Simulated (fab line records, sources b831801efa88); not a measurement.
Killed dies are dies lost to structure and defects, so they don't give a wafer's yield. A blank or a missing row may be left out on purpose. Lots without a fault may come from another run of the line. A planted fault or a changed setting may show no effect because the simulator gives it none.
A struck lot beside a sound one | flow sky130 | 15 steps out of a route of 708
Sound: wafers L146.1, L146.3, L146.6. Struck: wafers L148.1, L148.3, L148.5. The cause comes at the end.
At each step with rows: each side's tool, then ch and its chambers, then its first start. Under that, the readings that differ: sound wafers | struck wafers | difference of the means | sigmas: that difference in standard deviations of wafers without a fault.
alike: readings whose means differ by less than 2 such deviations, and words and numbers that are the same on both sides. not compared: withheld readings, readings that some wafer has no value for, bounds like >300 that may hide the same value, and numbers for which the record gives no deviation and whose values overlap.
The two part at a step that has a row with sigmas, a row that says differs or no value, or rows on one side only. Numbers that don't overlap but have no deviation are shown without sigmas and don't part them. A reading that every wafer of one side lacks parts them only if that side has two wafers or more.

SKY_METAL5_SPUTTER_01: material TiN, target thk 20 nm, time 16.7 s.
  sound on pvd_sputter-03, day 45 16:56; struck on pvd_sputter-02, day 46 02:38
  alike: cathode_dc_power_W, throttle_valve_pct
SKY_METAL5_SPUTTER_02: material AlCu, target thk 1150 nm, time 61.2 s.
  sound on pvd_sputter-03, day 45 16:58; struck on pvd_sputter-02, day 46 02:40
  alike: cathode_dc_power_W, throttle_valve_pct
SKY_METAL5_SPUTTER_03: material Ti, target thk 5 nm, time 3.3 s.
  sound on pvd_sputter-03, day 45 17:01; struck on pvd_sputter-02, day 46 02:43
  alike: cathode_dc_power_W, throttle_valve_pct
SKY_METAL5_SPUTTER_04: material TiN, target thk 70 nm, time 56.1 s.
  sound on pvd_sputter-03, day 45 17:02; struck on pvd_sputter-02, day 46 02:44
  alike: cathode_dc_power_W, throttle_valve_pct
SKY_METAL5_RS_MEAS_05: measures by four-point-probe.
  sound on film_metro-01, day 45 17:05; struck on film_metro-04, day 46 02:47
  reading                 | sound                  | struck                  | difference | sigmas
  METAL5_ALCU_RS (ohm/sq) | 0.02702 0.0272 0.02692 | 0.02764 0.02732 0.02763 | +0.00048   | +2
SKY_METAL5_THK_MEAS_06: measures by xrf.
  sound on film_metro-01, day 45 17:12; struck on film_metro-04, day 46 02:55
  reading              | sound          | struck         | difference | sigmas
  METAL5_ALCU_THK (nm) | 1145 1141 1142 | 1112 1122 1109 | -28        | -2
then, 6 steps without rows for these wafers: SKY_METAL5_DEHYDRATE_07 (time 60 s); SKY_METAL5_HMDS_08 (prime time 60 s); SKY_METAL5_COAT_09 (resist thk 1800 nm); SKY_METAL5_SOFTBAKE_10 (time 60 s); SKY_METAL5_EXPOSE_11 (exposes mask MM5, target cd 1600 nm); SKY_METAL5_PEB_12.
SKY_METAL5_DEVELOP_13: develop time 60 s.
  sound on litho_track-02 ch 0, day 46 12:59; struck on litho_track-03 ch 0, day 46 22:32
  reading              | sound             | struck            | difference | sigmas
  developer_temp_C (C) | 23.03 23.11 22.97 | 25.43 25.23 25.31 | +2.29      | +23
SKY_METAL5_DESCUM_14: chemistry O2, time 11 s.
  sound on rie_metal-02 ch 0,1, day 46 13:08; struck on rie_metal-02 ch 0,1, day 46 22:41
  alike: drypump_motor_current_A, oes_product_au, rf_fwd_power_W
  not compared: rf_hours_counter_h
SKY_PAD_OPEN_PROBE_99:
  the record has rows for the sound wafers here (prober-02, day 48 06:56) and none for the struck ones

WHERE THEY PART
First at SKY_METAL5_RS_MEAS_05; last, within this record, at SKY_PAD_OPEN_PROBE_99.

WHY: what the simulator had put in
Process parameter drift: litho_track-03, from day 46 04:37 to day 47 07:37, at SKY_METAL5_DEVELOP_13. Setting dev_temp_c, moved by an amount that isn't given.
